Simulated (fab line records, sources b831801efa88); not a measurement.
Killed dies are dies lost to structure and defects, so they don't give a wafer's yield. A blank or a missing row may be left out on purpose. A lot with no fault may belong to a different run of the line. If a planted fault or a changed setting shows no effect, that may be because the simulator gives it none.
Problem report, 8D (eight disciplines) form, completed by code / flow sky130 / the parts of the form that need people (team, actions taken, sign-off) are left out

## 1. WHAT WENT WRONG
Mean of developerTempC at SKY_VIA2_DEVELOP_11: 21.58 C across 6 wafers in 2 lots; on wafers with no fault it is 21.00 C (standard deviation 0.1). Relative to the usual mean, that is a shift of +5.8 standard deviations.
The step: develop time 60 s.
The first sign was on wafer L363.1 at day 40 06:00, on lithoTrack-01. Wafers with a number at this step in the record: 36, from 12 lots. Rule for "out", or "out of limits": more than 4 standard deviations from the usual mean. All remaining wafers that have a number are taken as sound.

## 2. WHAT THIS IS AND IS NOT
question=which readings at this step | is=developerTempC | is not=-
question=which lots | is=L363, L365 | is not=L351, L352, L355, L357, L358, L359, L370, L372, L373, L374
question=which wafers of those lots | is=all that have a number | is not=-
question=read on which tools | is=lithoTrack-01 | is not=lithoTrack-03, lithoTrack-04
question=when | is=from day 40 06:00 | is not=up to then (18 sound wafers); but 12 sound wafers of L370, L372, L373, L374 came after

## 3. WHAT RULES OUT EACH SUSPECT
Counting: a tool at any process step up to the reading remains a suspect when it ran all the lots that are out and ran no sound lot after the first of those.
- lithoTrack-01 at SKY_VIA2_DEVELOP_11 (develop time 60 s): kept. Every lot that is out went through it, starting with L363 (day 40 06:00), and after that it ran no sound lot; the last sound lot it ran before then is L355 (day 37 11:00). Out on those wafers are its own readings of developerTempC.
Remaining after the count: lithoTrack-01 at SKY_VIA2_DEVELOP_11.

## 4. THE CAUSE (what the simulator had put in)
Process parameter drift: lithoTrack-01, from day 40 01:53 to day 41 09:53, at SKY_VIA2_DEVELOP_11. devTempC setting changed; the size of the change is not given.
This tool alone remained once counting was done.

## 5. THE EFFECT CHAIN, in route order
Each row: a reading whose mean over the struck wafers that have a number lies more than 3 standard deviations from the usual. Readings are gone through only where the record gives a usual standard deviation; hours: the median, over the lots, of the time from a lot's start at the first step in this table giving one to that lot's start at this step; sigmas: the change measured in usual standard deviations.
hours=0; step=SKY_VIA2_DEVELOP_11; reading=developerTempC; usual=21.00 C; on struck wafers=21.58; change=+0.58; sigmas=+5.8
Process steps it contains:
- SKY_VIA2_DEVELOP_11: develop time 60 s.
Later measuring or inspecting steps at which every struck wafer that the step has a row for has a number for every such reading, and none has moved that far: SKY_VIA2_OVL_MEAS_13, SKY_VIA2_RS_MEAS_22.

## 6. HOW IT WOULD HAVE BEEN CAUGHT EARLIER
The fault began at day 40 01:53; the first out-of-limits reading in this record came at day 40 06:00, 4 hours later.
